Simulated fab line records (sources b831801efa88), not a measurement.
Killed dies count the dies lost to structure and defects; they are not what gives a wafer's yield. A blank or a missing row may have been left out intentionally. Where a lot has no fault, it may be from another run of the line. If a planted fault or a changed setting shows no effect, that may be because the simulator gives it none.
Struck lot and sound lot, side by side ; flow sky130 ; 17 out of 708 route steps
Sound: these wafers, L296.1, L296.3, L296.4. The struck wafers were L299.3, L299.5, L299.6. Last of all comes the cause.
Order at every step that has rows: each side's tool, ch and its chambers, its first start. Under that, the readings that differ: sound wafers ; struck wafers ; difference of the means ; sigmas: that difference in standard deviations of wafers without a fault.
alike: readings with means less than 2 such deviations apart, plus words and numbers identical on both sides. not compared: withheld readings, readings lacking a value on some wafer, bounds such as >300 that could conceal the same value, and numbers that have no deviation in the record and whose values overlap.
The two part at a step that has a row with sigmas, a row that says differs or no value, or rows on one side only. Numbers that don't overlap but have no deviation are shown without sigmas and don't part them. A reading that every wafer of one side lacks parts them only if that side has two wafers or more.

first, 5 steps without rows for these wafers: SKY_SD_N_COAT_02 (resist thk 1140 nm); SKY_SD_N_SOFTBAKE_03 (time 60 s); SKY_SD_N_EXPOSE_04 (exposes mask NSDM, target cd 380 nm); SKY_SD_N_PEB_05; SKY_SD_N_DEVELOP_06 (develop time 60 s).
SKY_SD_N_CD_MEAS_07: target cd 380 nm.
  sound on cdSem-02, day 32 22:28; struck on cdSem-02, day 33 18:43
  alike: cdNm
SKY_SD_N_OVL_MEAS_08:
  sound on overlay-02, day 32 22:35; struck on overlay-02, day 33 18:49
  alike: SD_N_OVL
then, 2 steps without rows for these wafers: SKY_SD_N_IMPLANT_09; SKY_SD_N_IMPLANT_10.
SKY_SD_N_STRIP_11: strips in O2/N2.
  sound on plasmaAsher-01 ch 0,1, day 32 22:55; struck on plasmaAsher-02 ch 0,1, day 33 19:10
  alike: drypumpMotorCurrentA, oesProductAu, stripTimeToEndpointS
  not compared: rfHoursCounterH
SKY_SD_N_TW_MEAS_12:
  sound on filmMetro-04, day 32 23:01; struck on filmMetro-04, day 33 19:15
  alike: SD_N_TW
then, 1 step without rows for these wafers: SKY_SD_N_CLEAN_13 (cleans in SC1/SC2, time 150 s).
SKY_SD_N_RTA_14: time 2 s.
  sound on rtpAnneal-01 ch 0, day 32 23:08; struck on rtpAnneal-02 ch 0, day 33 19:22
reading;sound;struck;difference;sigmas
lampPowerPct (%);15.71 15.74 15.79;16.56 16.52 16.58;+0.81;+17
wafer_temp_C_max;1076.1 1079.7 1079.4;1108.3 1107.2 1105.7;+28.7;+22
  alike: rampUpCPerS
SKY_SD_N_RS_MEAS_16: uses a four-point probe to measure.
  sound on filmMetro-02, day 32 23:18; struck on filmMetro-02, day 33 19:33
reading;sound;struck;difference;sigmas
SD_N_RS (ohm/sq);68.63 68.71 68.58;63.33 63.46 63.37;-5.25;-48
SKY_SD_N_RS_MEAS_17: uses a four-point probe to measure.
  sound on filmMetro-02, day 32 23:25; struck on filmMetro-02, day 33 19:40
reading;sound;struck;difference;sigmas
SD_P_RS (ohm/sq);147.2 147.1 147.4;122.5 121.8 122.0;-25.1;-72
SKY_SD_N_RS_MEAS_18: uses a four-point probe to measure.
  sound on filmMetro-02, day 32 23:32; struck on filmMetro-02, day 33 19:47
  alike: RES_XHIGH_RS
-- a jump in the record: the struck wafers' starts before and after are 16 days apart (it breaks off in module SD_N and resumes in module PAD_OPEN, where the first step shown is number 708 of the route) --
SKY_PAD_OPEN_PROBE_99:
  sound on prober-02, day 49 06:16; struck on prober-01, day 49 21:20
reading;sound;struck;difference;sigmas
model.etest.resXhighPo.lineOhmUm;5840 5708 5725;4382 4477 4473;-1314;
model.etest.resXhighPo.rsOhmSq;2002 2007 1986;1524 1544 1566;-454;
model.etest.pfet_01v8.rOnOhmUm;2923 2920 2933;2596 2638 2654;-296;
model.etest.resPdiff.lineOhmUm;1364 1354 1382;1182 1174 1151;-198;
model.etest.resHighPo.lineOhmUm;747 737.7 739.1;613.9 618.7 621;-123.4;
model.etest.pfetG5v0d10v5.rOnOhmUm;4765 4828 4820;4621 4649 4674;-156;
model.etest.liconHighPo.rcOhm;347.2 349.5 357.6;255.6 254.2 257.3;-95.7;
model.etest.resNdiff.lineOhmUm;735 734.4 752.9;722.2 710.2 704.7;-28.4;
  alike: killed_at_M0_to_M3, killed_at_M4_up, killedAtContacts, killedAtFrontEnd, killedAtOther, killedDies, killedOnRim, killedOpen, killedShort

== WHERE THEY PART ==
Earliest at SKY_SD_N_RTA_14; latest, in this record, at SKY_SD_N_RS_MEAS_17. Later steps at which nothing parts them and some readings are alike: SKY_SD_N_RS_MEAS_18, SKY_PAD_OPEN_PROBE_99.

WHY: whatever the simulator had introduced
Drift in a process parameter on rtpAnneal-02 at SKY_SD_N_RTA_14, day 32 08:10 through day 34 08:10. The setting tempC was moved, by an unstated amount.
